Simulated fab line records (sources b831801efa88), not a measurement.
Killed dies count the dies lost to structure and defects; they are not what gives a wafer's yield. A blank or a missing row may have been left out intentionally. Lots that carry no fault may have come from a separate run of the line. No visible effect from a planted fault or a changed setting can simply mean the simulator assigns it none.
Which tool is to blame? / flow gf180mcu / 39 wafers sampled from 13 lots at 1 step of a route of 602

== WHAT THE GAUGES READ, wafer by wafer ==
GF_M2_CD_MEAS_14: the cd target is 280 nm.
lot=L391; measured=day 19 14:56; on=cd-sem-02; cd-nm (nm)=281.6 282.1 282.1
lot=L392; measured=day 20 01:57; on=cd-sem-02; cd-nm (nm)=279.6 279.1 279.3
lot=L393; measured=day 20 09:38; on=cd-sem-01; cd-nm (nm)=280.2 279.8 280.6
lot=L395; measured=day 21 05:05; on=cd-sem-02; cd-nm (nm)=278.1 277.0 277.1
lot=L402; measured=day 23 16:41; on=cd-sem-01; cd-nm (nm)=278.2 279.8 280.4
lot=L403; measured=day 23 23:24; on=cd-sem-02; cd-nm (nm)=278.1 277.9 278.9
lot=L404; measured=day 24 05:37; on=cd-sem-02; cd-nm (nm)=277.6 277.8 278.2
lot=L405; measured=day 24 14:56; on=cd-sem-01; cd-nm (nm)=280.7 280.1 280.4
lot=L407; measured=day 25 08:11; on=cd-sem-01; cd-nm (nm)=280.7 281.1 280.3
lot=L408; measured=day 25 15:29; on=cd-sem-01; cd-nm (nm)=280.1 279.9 279.9
lot=L409; measured=day 26 00:03; on=cd-sem-02; cd-nm (nm)=280.5 280.7 282.2
lot=L411; measured=day 26 14:23; on=cd-sem-01; cd-nm (nm)=281.0 280.6 281.8
lot=L413; measured=day 27 01:05; on=cd-sem-01; cd-nm (nm)=279.6 278.7 279.0

== TOOL THAT RAN EACH LOT (tool first, then ch and the chambers of the sampled wafers, then the start) ==
Before these readings, the record contains no process step.

== WHAT THE TOOLS THEMSELVES READ (means of the sampled wafers that have a number; where no wafer has one, the mark that the record gives instead) ==
The record holds no such reading with a usual standard deviation.

== THE ANSWER, worked out from the rows above alone ==
Rule: usual is defined by the lots themselves. Put in order of their means at a reading, lots are off if they are a third of the lots or fewer, leave a main group of 4 or more, and stand apart from it by a gap of 3 or more times the standard deviation of the main group's means; of several such gaps the widest counts. A main group whose means are all the same, to the digits that the tables above print for the reading, isn't used. A lot without any number at a reading at which 4 lots or more have one is off too. The other lots that the step has rows for count as sound. The gauges are gone through in route order, then the tools' own readings, and for those a lot's mean is taken as printed above. At the first step where some lot is off, the reading lying furthest off is the one used; lots without a number count as furthest.
No lot is off at any reading shown: from this, nothing can be told.

== WHAT THE SIMULATOR PUT IN ==
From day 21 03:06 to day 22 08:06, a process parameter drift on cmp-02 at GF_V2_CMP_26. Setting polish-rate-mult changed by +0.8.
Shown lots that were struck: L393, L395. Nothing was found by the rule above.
